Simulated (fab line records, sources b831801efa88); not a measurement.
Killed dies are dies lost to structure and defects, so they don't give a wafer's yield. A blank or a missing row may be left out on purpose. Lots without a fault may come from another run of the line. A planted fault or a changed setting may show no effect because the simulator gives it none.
A struck lot beside a sound one | flow sky130 | 43 steps out of a route of 708
Sound: wafers L785.4, L785.5, L785.6. Struck: wafers L795.3, L795.5, L795.6. The cause comes at the end.
At each step with rows: each side's tool, then ch and its chambers, then its first start. Under that, the readings that differ: sound wafers | struck wafers | difference of the means | sigmas: that difference in standard deviations of wafers without a fault.
alike: readings whose means differ by less than 2 such deviations, and words and numbers that are the same on both sides. not compared: withheld readings, readings that some wafer has no value for, bounds like >300 that may hide the same value, and numbers for which the record gives no deviation and whose values overlap.
The two part at a step that has a row with sigmas, a row that says differs or no value, or rows on one side only. Numbers that don't overlap but have no deviation are shown without sigmas and don't part them. A reading that every wafer of one side lacks parts them only if that side has two wafers or more.

SKY_LDD_HVP_OVL_MEAS_07:
  sound on overlay-01, day 22 18:47; struck on overlay-02, day 26 11:37
  alike: LDD_HVP_OVL
then, 1 step without rows for these wafers: SKY_LDD_HVP_IMPLANT_08.
SKY_LDD_HVP_STRIP_09: strips in O2/N2.
  sound on plasma_asher-04 ch 0,1, day 22 18:59; struck on plasma_asher-01 ch 0,1, day 26 11:50
  reading                      | sound             | struck            | difference | sigmas
  strip_time_to_endpoint_s (s) | 4.078 4.079 4.050 | 4.106 4.099 4.114 | +0.037     | +2
  alike: drypump_motor_current_A, oes_product_au
  not compared: rf_hours_counter_h
SKY_LDD_HVP_TW_MEAS_10:
  sound on film_metro-03, day 22 19:05; struck on film_metro-04, day 26 11:55
  alike: LDD_HVP_TW
then, 7 steps without rows for these wafers: SKY_LDD_LDN_DEHYDRATE_00 (time 60 s); SKY_LDD_LDN_HMDS_01 (prime time 60 s); SKY_LDD_LDN_COAT_02 (resist thk 1140 nm); SKY_LDD_LDN_SOFTBAKE_03 (time 60 s); SKY_LDD_LDN_EXPOSE_04 (exposes mask LDNTM, target cd 700 nm); SKY_LDD_LDN_PEB_05; SKY_LDD_LDN_DEVELOP_06 (develop time 60 s).
SKY_LDD_LDN_OVL_MEAS_07:
  sound on overlay-02, day 24 00:23; struck on overlay-01, day 27 17:16
  alike: LDD_LDN_OVL
SKY_LDD_LDN_IMPLANT_08:
  sound on implanter-04 ch 0, day 24 00:29; struck on implanter-01 ch 0, day 27 17:21
  alike: dose_ions_cm2
then, 3 steps without rows for these wafers: SKY_LDD_LDN_IMPLANT_09; SKY_LDD_LDN_IMPLANT_10; SKY_LDD_LDN_IMPLANT_11.
SKY_LDD_LDN_STRIP_12: strips in O2/N2.
  sound on plasma_asher-02 ch 0,1, day 24 01:02; struck on plasma_asher-04 ch 0,1, day 27 17:56
  alike: drypump_motor_current_A, oes_product_au, strip_time_to_endpoint_s
  not compared: rf_hours_counter_h
SKY_LDD_LDN_TW_MEAS_13:
  sound on film_metro-02, day 24 01:08; struck on film_metro-04, day 27 18:01
  reading    | sound          | struck         | difference | sigmas
  LDD_LDN_TW | 1478 1495 1483 | 1463 1457 1462 | -25        | -3
then, 2 steps without rows for these wafers: SKY_LDD_LDN_CLEAN_14 (cleans in SC1/SC2, time 150 s); SKY_SPACER_CVD_00 (deposits Si3N4 from DCS/NH3, target thk 43.1 nm, time 740 s).
SKY_SPACER_THK_MEAS_01:
  sound on film_metro-03, day 24 02:27; struck on film_metro-02, day 27 19:20
  alike: SPACER_CVD_00_THK
then, 9 steps without rows for these wafers: SKY_SPACER_ETCHBACK_02 (etches Si3N4 in CH3F/O2, stops on SiO2, time 46.7 s, target depth 45 nm); SKY_POLY_CUT_DEHYDRATE_00 (time 60 s); SKY_POLY_CUT_HMDS_01 (prime time 60 s); SKY_POLY_CUT_COAT_02 (resist thk 60 nm); SKY_POLY_CUT_COAT_03 (resist thk 450 nm); SKY_POLY_CUT_SOFTBAKE_04 (time 90 s); SKY_POLY_CUT_EXPOSE_05 (exposes mask NPCM, target cd 270 nm); SKY_POLY_CUT_PEB_06; SKY_POLY_CUT_DEVELOP_07 (develop time 60 s).
SKY_POLY_CUT_CD_MEAS_08: target cd 270 nm.
  sound on cd_sem-02, day 25 08:09; struck on cd_sem-02, day 28 23:06
  reading    | sound             | struck            | difference | sigmas
  cd_nm (nm) | 269.9 270.5 271.6 | 268.6 266.7 267.9 | -2.9       | -2
SKY_POLY_CUT_OVL_MEAS_09:
  sound on overlay-02, day 25 08:13; struck on overlay-02, day 28 23:12
  alike: POLY_CUT_OVL
SKY_POLY_CUT_ETCH_10: etches BARC in N2/H2, stops on SiO2, time 45.9 s, target depth 60 nm.
  sound on rie_diel-04 ch 0,1, day 25 08:14; struck on rie_diel-02 ch 2,3, day 28 23:13
  alike: drypump_motor_current_A, oes_product_au, throttle_valve_pct
  not compared: rf_hours_counter_h
SKY_POLY_CUT_ETCH_11: etches Si3N4 in CF4/CH2F2/Ar, stops on poly-Si, time 42.5 s, target depth 60 nm.
  sound on rie_diel-04 ch 0,1, day 25 08:17; struck on rie_diel-02 ch 2,3, day 28 23:16
  alike: drypump_motor_current_A, oes_product_au, throttle_valve_pct
  not compared: rf_hours_counter_h
SKY_POLY_CUT_STRIP_12: strips in O2/N2.
  sound on plasma_asher-03 ch 0,1, day 25 08:22; struck on plasma_asher-04 ch 0,1, day 28 23:20
  alike: drypump_motor_current_A, oes_product_au, strip_time_to_endpoint_s
  not compared: rf_hours_counter_h
then, 7 steps without rows for these wafers: SKY_SD_P_DEHYDRATE_00 (time 60 s); SKY_SD_P_HMDS_01 (prime time 60 s); SKY_SD_P_COAT_02 (resist thk 1140 nm); SKY_SD_P_SOFTBAKE_03 (time 60 s); SKY_SD_P_EXPOSE_04 (exposes mask PSDM, target cd 380 nm); SKY_SD_P_PEB_05; SKY_SD_P_DEVELOP_06 (develop time 60 s).
-- the record jumps here: 20 days lie between the struck wafers' starts before and after (it left off in module SD_P and takes up again in module PAD_OPEN, whose first step shown is number 708 of the route) --
SKY_PAD_OPEN_PROBE_99:
  sound on prober-01, day 46 15:17; struck on prober-02, day 49 04:41
  reading                               | sound            | struck            | difference | sigmas
  model.etest.tip_sonos.rs_ohm_sq_range | 58.94 67.44 46.2 | 185.9 191.3 187.9 | +130.8     |
  alike: killed_at_M0_to_M3, killed_at_M4_up, killed_at_contacts, killed_at_front_end, killed_at_other, killed_dies, killed_open, killed_short

WHERE THEY PART
First at SKY_LDD_HVP_STRIP_09; last, within this record, at SKY_POLY_CUT_CD_MEAS_08. Later steps at which nothing parts them and some readings are alike: SKY_POLY_CUT_OVL_MEAS_09, SKY_POLY_CUT_ETCH_10, SKY_POLY_CUT_ETCH_11, SKY_POLY_CUT_STRIP_12, SKY_PAD_OPEN_PROBE_99.

WHY: what the simulator had put in
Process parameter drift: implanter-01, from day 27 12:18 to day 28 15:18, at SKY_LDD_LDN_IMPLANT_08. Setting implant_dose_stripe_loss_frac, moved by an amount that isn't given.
